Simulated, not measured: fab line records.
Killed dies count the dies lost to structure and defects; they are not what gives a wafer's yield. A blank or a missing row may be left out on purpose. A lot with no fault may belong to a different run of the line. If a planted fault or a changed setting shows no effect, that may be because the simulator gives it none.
fab line records -- flow sky130
record: lots: 11, wafers: 33, last-day: 50
route steps=708 shown FIELD_ISO@15 VT_ADJUST_PCH@153 SONOS_TUNNEL@158 PAD_OPEN@708
lots that met no fault: from a run of the same line without faults
start-h: hours from the record's opening day to when the first of the lot's shown wafers began -- wait-h: time in hours since the lot's previous step -- " the same as in the row above -- L1.1+2: a row that stands for several wafers -- - either no value or no given start -- * or withheld: withheld -- < > ~ a bound
route shown NAME@n: a module of which the file shows steps, and the number in the route of the first -- usual: average and standard deviation across the fault-free wafers -- same: alike in all rows -- chamber/n: place in a boat -- sites: each site's reading -- _std_site: standard deviation of those values -- _edge_site: outer sites' mean less inner sites' -- radius-mm: for every site, how far away it sits from the centre of the wafer -- mask NAME#n: copy n -- behind: the last tool/chamber to shape the wafer -- hold: reason for holding the lot/hours on hold/outcome of the hold -- device: which transistor (n, p or np) failed to switch -- end of line: the route-end tests of the same wafers -- a step given without rows: its recipe and nothing more -- killed: at the first sort, the dies lost to defects and structure; wafer yield is something else -- map: per-die view of a wafer (x killed, . not killed, _ where there is no die)
set.NAME: setting as actually run; set.NAME@STEP: the setting as run at that earlier step -- model.NAME: the simulator's own value behind a step, which no gauge read
the route's steps for a sample of lots (tables are steps, rows are wafers)
services: from which hour (start-h, from the record's first day; less than 0 if before it) a tool's chamber was out of use, for how many hours, and why
== steps ==
step: SKY_FIELD_ISO_ETCH_14
recipe: chemistry: N2/H2, target: BARC, ion-energy-ev: 200, source-w: 500, bias-w: 100, pressure-mtorr: 30, n2-flow-sccm: 100, h2-flow-sccm: 200, stop-on: SiO2, time-s: 45.9, target-depth-a: 600
usual: drypump-motor-current-A: 5.6/0.44, oes-product-au: 0.854/0.0053, throttle-valve-pct: 13.226/0.008
lot.wafer,tool,chamber,start-h,wait-h,drypump-motor-current-A,oes-product-au,rf-hours-counter-h,throttle-valve-pct
L796.1,rie-diel-04,2,29.42,0.1,4.9,0.856,174,13.217
L796.5,rie-diel-04,1,29.42,0.1,5.3,0.856,-,13.232
L796.6,rie-diel-04,2,29.42,0.1,4.9,0.857,-,13.234
L797.2,rie-diel-03,3,35.27,0.1,5.6,0.851,43,13.216
L797.3,rie-diel-03,0,35.27,0.1,5.9,0.866,73,13.224
L797.5,rie-diel-03,3,35.27,0.1,5.5,0.855,-,13.212
L798.1,rie-diel-02,2,39.15,0.1,5.4,0.851,97,13.239
L798.5,rie-diel-02,1,39.15,0.1,6.1,0.856,-,13.228
L798.6,rie-diel-02,3,39.15,0.1,5.4,0.856,-,13.218
L801.2,rie-diel-02,1,55.57,0.1,6.1,0.852,59,13.233
L801.3,rie-diel-02,2,55.57,0.1,5.4,0.855,97,13.231
L801.6,rie-diel-02,1,55.57,0.1,6.1,0.861,-,13.213
L803.2,rie-diel-03,0,66.01,0.1,5.9,0.850,74,13.221
L803.3,rie-diel-03,1,66.01,0.1,5.8,0.855,1,13.225
L803.6,rie-diel-03,0,66.01,0.1,5.9,0.855,-,13.227
L806.4,rie-diel-04,3,80.37,0.0,5.9,0.851,35,13.226
L806.5,rie-diel-04,2,80.37,0.0,4.9,0.859,-,13.220
L806.6,rie-diel-04,3,80.37,0.0,5.9,0.857,-,13.226
L811.1,rie-diel-03,1,109.57,0.1,5.8,0.864,2,13.241
L811.3,rie-diel-03,2,109.57,0.1,5.6,0.848,26,13.226
L811.5,rie-diel-03,2,109.57,0.1,5.6,0.854,-,13.220
L816.4,rie-diel-02,3,133.47,0.0,5.5,0.858,76,13.219
L816.5,rie-diel-02,2,133.47,0.0,5.5,0.853,-,13.221
L816.6,rie-diel-02,3,133.47,0.0,5.4,0.854,-,13.242
L817.2,rie-diel-04,0,138.15,0.1,6.5,0.855,59,13.228
L817.4,rie-diel-04,3,138.15,0.1,5.9,0.856,36,13.222
L817.6,rie-diel-04,1,138.15,0.1,5.3,0.861,-,13.231
L818.1,rie-diel-03,0,143.60,0.1,5.9,0.846,75,13.223
L818.4,rie-diel-03,3,143.60,0.1,5.6,0.860,45,13.209
L818.6,rie-diel-03,2,143.60,0.1,5.5,0.846,-,13.229
L819.3,rie-diel-04,2,150.82,0.1,4.9,0.844,2,13.238
L819.5,rie-diel-04,2,150.82,0.1,4.9,0.860,-,13.218
L819.6,rie-diel-04,3,150.82,0.1,5.9,0.850,-,13.234
step: SKY_FIELD_ISO_THK_MEAS_23
recipe: reads: SiO2_of_FIELD_ISO_OXIDATION_22
usual: FIELD_ISO_OXIDATION_01_THK: 10.05/0.19
lot.wafer,tool,chamber,start-h,wait-h,FIELD_ISO_OXIDATION_01_THK[nm]
L796.1,film-metro-03,-,31.13,0.0,10.04
L796.5,film-metro-03,-,31.13,0.0,10.19
L796.6,film-metro-03,-,31.13,0.0,9.95
L797.2,film-metro-01,-,38.31,0.0,10.19
L797.3,film-metro-01,-,38.31,0.0,10.35
L797.5,film-metro-01,-,38.31,0.0,10.23
L798.1,film-metro-03,-,40.86,0.0,9.72
L798.5,film-metro-03,-,40.86,0.0,9.78
L798.6,film-metro-03,-,40.86,0.0,9.76
L801.2,film-metro-02,-,57.52,0.0,10.21
L801.3,film-metro-02,-,57.52,0.0,10.35
L801.6,film-metro-02,-,57.52,0.0,10.14
L803.2,film-metro-01,-,67.85,0.0,10.14
L803.3,film-metro-01,-,67.85,0.0,10.31
L803.6,film-metro-01,-,67.85,0.0,10.04
L806.4,film-metro-03,-,82.98,0.0,10.14
L806.5,film-metro-03,-,82.98,0.0,10.14
L806.6,film-metro-03,-,82.98,0.0,10.03
L811.1,film-metro-02,-,116.51,0.0,10.28
L811.3,film-metro-02,-,116.51,0.0,10.10
L811.5,film-metro-02,-,116.51,0.0,10.22
L816.4,film-metro-01,-,135.21,0.0,10.21
L816.5,film-metro-01,-,135.21,0.0,10.39
L816.6,film-metro-01,-,135.21,0.0,10.28
L817.2,film-metro-03,-,140.62,0.0,10.00
L817.4,film-metro-03,-,140.62,0.0,10.07
L817.6,film-metro-03,-,140.62,0.0,9.91
L818.1,film-metro-02,-,145.41,0.0,9.99
L818.4,film-metro-02,-,145.41,0.0,10.06
L818.6,film-metro-02,-,145.41,0.0,9.93
L819.3,film-metro-02,-,153.01,0.0,10.07
L819.5,film-metro-02,-,153.01,0.0,9.98
L819.6,film-metro-02,-,153.01,0.0,9.97
step: SKY_VT_ADJUST_PCH_TW_MEAS_10
usual: VT_ADJUST_PCH_TW: 142.0/1.4
lot.wafer,tool,chamber,start-h,wait-h,VT_ADJUST_PCH_TW
L796.1,film-metro-02,-,225.94,0.1,141.0
L796.5,film-metro-02,-,225.94,0.1,141.6
L796.6,film-metro-02,-,225.94,0.1,141.6
L797.2,film-metro-04,-,230.74,0.1,142.9
L797.3,film-metro-04,-,230.74,0.1,142.4
L797.5,film-metro-04,-,230.74,0.1,142.0
L798.1,film-metro-01,-,235.83,0.1,138.8
L798.5,film-metro-01,-,235.83,0.1,139.1
L798.6,film-metro-01,-,235.83,0.1,139.7
L801.2,film-metro-02,-,261.79,0.1,142.2
L801.3,film-metro-02,-,261.79,0.1,142.3
L801.6,film-metro-02,-,261.79,0.1,142.8
L803.2,film-metro-01,-,279.94,0.1,140.7
L803.3,film-metro-01,-,279.94,0.1,140.0
L803.6,film-metro-01,-,279.94,0.1,141.1
L806.4,film-metro-04,-,301.36,0.1,144.1
L806.5,film-metro-04,-,301.36,0.1,144.0
L806.6,film-metro-04,-,301.36,0.1,144.6
L811.1,film-metro-02,-,355.06,0.1,142.7
L811.3,film-metro-02,-,355.06,0.1,141.7
L811.5,film-metro-02,-,355.06,0.1,142.8
L816.4,film-metro-02,-,382.21,0.1,142.4
L816.5,film-metro-02,-,382.21,0.1,142.2
L816.6,film-metro-02,-,382.21,0.1,142.2
L817.2,film-metro-02,-,387.89,0.1,142.0
L817.4,film-metro-02,-,387.89,0.1,142.3
L817.6,film-metro-02,-,387.89,0.1,141.3
L818.1,film-metro-01,-,397.81,0.1,140.5
L818.4,film-metro-01,-,397.81,0.1,140.3
L818.6,film-metro-01,-,397.81,0.1,140.1
L819.3,film-metro-01,-,403.85,0.1,140.1
L819.5,film-metro-01,-,403.85,0.1,140.1
L819.6,film-metro-01,-,403.85,0.1,141.1
step: SKY_SONOS_TUNNEL_EXPOSE_04
recipe: mask-id: TUNM, na: 0.6, source-shape: conventional, sigma-outer: 0.6, polarization: unpolarized, target-cd-nm: 410, dose-mj: 136
usual: exposure-dose-mJ-cm2: 137.03/0.12
lot.wafer,tool,chamber,start-h,wait-h,mask,exposure-dose-mJ-cm2
L796.1,iline-stepper-01,0,237.64,-,TUNM#0,137.16
L796.5,iline-stepper-01,0,237.64,-,TUNM#0,137.01
L796.6,iline-stepper-01,0,237.64,-,TUNM#0,137.20
L797.2,iline-stepper-01,0,242.55,-,TUNM#0,136.96
L797.3,iline-stepper-01,0,242.55,-,TUNM#0,137.12
L797.5,iline-stepper-01,0,242.55,-,TUNM#0,137.13
L798.1,iline-stepper-01,0,248.09,-,TUNM#0,136.82
L798.5,iline-stepper-01,0,248.09,-,TUNM#0,137.02
L798.6,iline-stepper-01,0,248.09,-,TUNM#0,137.08
L801.2,iline-stepper-01,0,273.91,-,TUNM#0,137.24
L801.3,iline-stepper-01,0,273.91,-,TUNM#0,137.18
L801.6,iline-stepper-01,0,273.91,-,TUNM#0,137.31
L803.2,iline-stepper-02,0,292.50,-,TUNM#0,137.00
L803.3,iline-stepper-02,0,292.50,-,TUNM#0,137.12
L803.6,iline-stepper-02,0,292.50,-,TUNM#0,136.99
L806.4,iline-stepper-01,0,314.51,-,NWM#0,137.20
L806.5,iline-stepper-01,0,314.51,-,NWM#0,137.03
L806.6,iline-stepper-01,0,314.51,-,NWM#0,136.93
L811.1,iline-stepper-02,0,369.10,-,TUNM#0,136.87
L811.3,iline-stepper-02,0,369.10,-,TUNM#0,136.80
L811.5,iline-stepper-02,0,369.10,-,TUNM#0,136.77
L816.4,iline-stepper-02,0,396.15,-,TUNM#0,137.07
L816.5,iline-stepper-02,0,396.15,-,TUNM#0,137.13
L816.6,iline-stepper-02,0,396.15,-,TUNM#0,136.93
L817.2,iline-stepper-01,0,401.97,-,TUNM#0,136.91
L817.4,iline-stepper-01,0,401.97,-,TUNM#0,136.87
L817.6,iline-stepper-01,0,401.97,-,TUNM#0,136.82
L818.1,iline-stepper-02,0,412.70,-,TUNM#0,137.08
L818.4,iline-stepper-02,0,412.70,-,TUNM#0,137.01
L818.6,iline-stepper-02,0,412.70,-,TUNM#0,137.05
L819.3,iline-stepper-01,0,420.00,-,TUNM#0,136.99
L819.5,iline-stepper-01,0,420.00,-,TUNM#0,137.00
L819.6,iline-stepper-01,0,420.00,-,TUNM#0,137.12
step: SKY_SONOS_TUNNEL_CD_MEAS_07
recipe: target-cd-nm: 410
usual: cd-nm: 410.1/2.4
lot.wafer,tool,chamber,start-h,wait-h,cd-nm
L796.1,cd-sem-01,-,249.04,0.2,412.1
L796.5,cd-sem-01,-,249.04,0.2,411.9
L796.6,cd-sem-01,-,249.04,0.2,410.1
L797.2,cd-sem-01,-,254.20,0.1,407.9
L797.3,cd-sem-01,-,254.20,0.1,406.4
L797.5,cd-sem-01,-,254.20,0.1,405.5
L798.1,cd-sem-01,-,260.03,0.1,408.5
L798.5,cd-sem-01,-,260.03,0.1,409.7
L798.6,cd-sem-01,-,260.03,0.1,412.1
L801.2,cd-sem-01,-,285.42,0.1,412.4
L801.3,cd-sem-01,-,285.42,0.1,410.5
L801.6,cd-sem-01,-,285.42,0.1,410.7
L803.2,cd-sem-01,-,305.00,0.1,414.1
L803.3,cd-sem-01,-,305.00,0.1,408.0
L803.6,cd-sem-01,-,305.00,0.1,411.0
L806.4,cd-sem-01,-,328.05,0.1,-
L806.5,cd-sem-01,-,328.05,0.1,-
L806.6,cd-sem-01,-,328.05,0.1,-
L811.1,cd-sem-02,-,383.15,0.1,411.2
L811.3,cd-sem-02,-,383.15,0.1,410.6
L811.5,cd-sem-02,-,383.15,0.1,409.8
L816.4,cd-sem-02,-,410.64,0.1,410.8
L816.5,cd-sem-02,-,410.64,0.1,409.2
L816.6,cd-sem-02,-,410.64,0.1,409.1
L817.2,cd-sem-01,-,417.05,0.1,408.5
L817.4,cd-sem-01,-,417.05,0.1,408.6
L817.6,cd-sem-01,-,417.05,0.1,407.1
L818.1,cd-sem-01,-,427.48,0.1,414.2
L818.4,cd-sem-01,-,427.48,0.1,413.8
L818.6,cd-sem-01,-,427.48,0.1,412.7
L819.3,cd-sem-01,-,434.69,0.1,413.6
L819.5,cd-sem-01,-,434.69,0.1,411.0
L819.6,cd-sem-01,-,434.69,0.1,411.2
step: SKY_SONOS_TUNNEL_TW_MEAS_12
usual: SONOS_TUNNEL_TW: 197.8/1.9
lot.wafer,tool,chamber,start-h,wait-h,SONOS_TUNNEL_TW
L796.1,film-metro-04,-,249.60,0.0,199.7
L796.5,film-metro-04,-,249.60,0.0,200.5
L796.6,film-metro-04,-,249.60,0.0,200.1
L797.2,film-metro-04,-,254.75,0.0,199.9
L797.3,film-metro-04,-,254.75,0.0,200.5
L797.5,film-metro-04,-,254.75,0.0,200.2
L798.1,film-metro-03,-,260.62,0.0,197.6
L798.5,film-metro-03,-,260.62,0.0,196.6
L798.6,film-metro-03,-,260.62,0.0,197.6
L801.2,film-metro-02,-,285.98,0.0,198.4
L801.3,film-metro-02,-,285.98,0.0,198.1
L801.6,film-metro-02,-,285.98,0.0,197.8
L803.2,film-metro-04,-,305.55,0.0,200.3
L803.3,film-metro-04,-,305.55,0.0,199.2
L803.6,film-metro-04,-,305.55,0.0,199.0
L806.4,film-metro-02,-,328.76,0.0,30.2
L806.5,film-metro-02,-,328.76,0.0,30.1
L806.6,film-metro-02,-,328.76,0.0,30.0
L811.1,film-metro-03,-,383.72,0.0,195.8
L811.3,film-metro-03,-,383.72,0.0,195.1
L811.5,film-metro-03,-,383.72,0.0,196.3
L816.4,film-metro-02,-,411.17,0.0,195.4
L816.5,film-metro-02,-,411.17,0.0,196.2
L816.6,film-metro-02,-,411.17,0.0,196.2
L817.2,film-metro-03,-,417.62,0.0,195.4
L817.4,film-metro-03,-,417.62,0.0,194.7
L817.6,film-metro-03,-,417.62,0.0,195.1
L818.1,film-metro-04,-,428.06,0.0,199.8
L818.4,film-metro-04,-,428.06,0.0,199.2
L818.6,film-metro-04,-,428.06,0.0,200.5
L819.3,film-metro-04,-,435.23,0.0,199.2
L819.5,film-metro-04,-,435.23,0.0,199.3
L819.6,film-metro-04,-,435.23,0.0,199.3
step: SKY_PAD_OPEN_PROBE_99
usual: killed_at_M0_to_M3: 42/6.7, killed_at_M4_up: 3.4/2, killed-at-contacts: 24/5.1, killed-at-front-end: 14/4.2, killed-at-other: 0.2/0.49, killed-dies: 84/8.4, killed-on-rim: 17/3.6, killed-open: 46/7, killed-short: 39/5.8
same: gross-dies: 492, killed-at-back-side: 0
lot.wafer,tool,chamber,start-h,wait-h,killed_at_M0_to_M3,killed_at_M4_up,killed-at-contacts,killed-at-front-end,killed-at-other,killed-dies,killed-on-rim,killed-open,killed-short
L806.4,prober-02,-,1136.46,0.2,41,5,32,413,1,492,96,46,45
L806.5,prober-02,-,1136.51,0.2,47,2,18,425,0,492,96,45,32
L806.6,prober-02,-,1136.56,0.2,52,4,23,413,0,492,96,46,50
killed by level:class
L806.4 SONOS_TUNNEL:area-expose=401 VIA1:geometric-particle:open=12 LI_CONTACT:geometric-particle:open=10 CONTACT:geometric-particle:open=9 CONTACT:geometric-particle:short=7 FIELD_ISO:geometric-particle:short=6 VIA2:geometric-particle:short=6 VIA2:geometric-particle:open=6
L806.5 SONOS_TUNNEL:area-expose=415 VIA1:geometric-particle:open=15 CONTACT:geometric-particle:open=8 METAL1:geometric-particle:short=7 VIA2:geometric-particle:open=6 VIA3:geometric-particle:open=5 METAL2:geometric-particle:short=4 VIA1:geometric-particle:short=4
L806.6 SONOS_TUNNEL:area-expose=396 VIA1:geometric-particle:open=15 METAL2:geometric-particle:short=11 FIELD_ISO:geometric-particle:short=8 CONTACT:geometric-particle:open=8 VIA2:geometric-particle:open=7 LI_CONTACT:geometric-particle:open=7 METAL1:geometric-particle:short=5
== services ==
tool,chamber,start-h,hours,kind
iline-stepper-02,-,12.30,1.7,pm
rie-diel-03,3,19.41,7.2,repair
rie-diel-03,0,25.41,4.5,repair
rie-diel-03,3,38.45,8.1,repair
rie-diel-04,1,53.82,7.8,repair
iline-stepper-02,-,55.21,4.3,pm
iline-stepper-01,-,80.86,1.7,pm
rie-diel-04,2,100.17,9.9,repair
rie-diel-03,3,127.64,5.5,repair
iline-stepper-02,-,140.16,1.2,repair
rie-diel-03,2,167.08,6.7,repair
rie-diel-04,-,179.84,0.4,repair
iline-stepper-02,-,186.65,2.8,repair
rie-diel-03,1,206.59,3.5,repair
iline-stepper-02,-,230.48,1.7,pm
rie-diel-03,3,257.43,15.4,repair
rie-diel-03,-,261.18,4.1,repair
rie-diel-04,0,263.58,3.3,repair
iline-stepper-01,-,299.04,1.7,pm
iline-stepper-01,-,300.71,4.4,pm
iline-stepper-01,-,334.40,6.6,repair
rie-diel-04,3,356.32,7.9,repair
rie-diel-04,0,365.92,2.3,repair
rie-diel-04,2,381.67,10.2,repair
== key ==
first-sign: step: SKY_SONOS_TUNNEL_EXPOSE_04, reading: mask, direction: changed
effect: step: SKY_SONOS_TUNNEL_CD_MEAS_07, reading: cd-nm, direction: missing
effect: step: SKY_SONOS_TUNNEL_TW_MEAS_12, reading: SONOS_TUNNEL_TW, direction: down, sigmas: 91, usual: 197.8, struck: 30.1
effect: step: SKY_PAD_OPEN_PROBE_99, reading: killed-at-front-end, direction: up, sigmas: 96, usual: 14, struck: 417
more-kills-born-at: SKY_SONOS_TUNNEL_EXPOSE_04@iline-stepper-01: 1212
met-at SKY_SONOS_TUNNEL_EXPOSE_04
struck-lots L806
later-rows-left-out L806.4,L806.5,L806.6
tester-left-out L806
not-acting-at SKY_FIELD_ISO_ETCH_14,SKY_FIELD_ISO_THK_MEAS_23,SKY_VT_ADJUST_PCH_TW_MEAS_10
onset-between 273.91 314.51
fault: kind: wrong-mask, tool: any, chamber: -, onset-h: 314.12, steps: SKY_SONOS_TUNNEL_EXPOSE_04, aux-copy: NWM#0, scope: struck-lots-only
tester-left-out: of these lots the tester's yield and bins aren't shown, on N5 and GAA mostly nor the transistor test; their killed dies are dies lost to structure and defects alone, not to doping, threshold or leakage, so they don't give the yield
later-rows-left-out: the simulator's readings of these wafers behind a module that went badly wrong aren't trusted and aren't shown, but for the sort
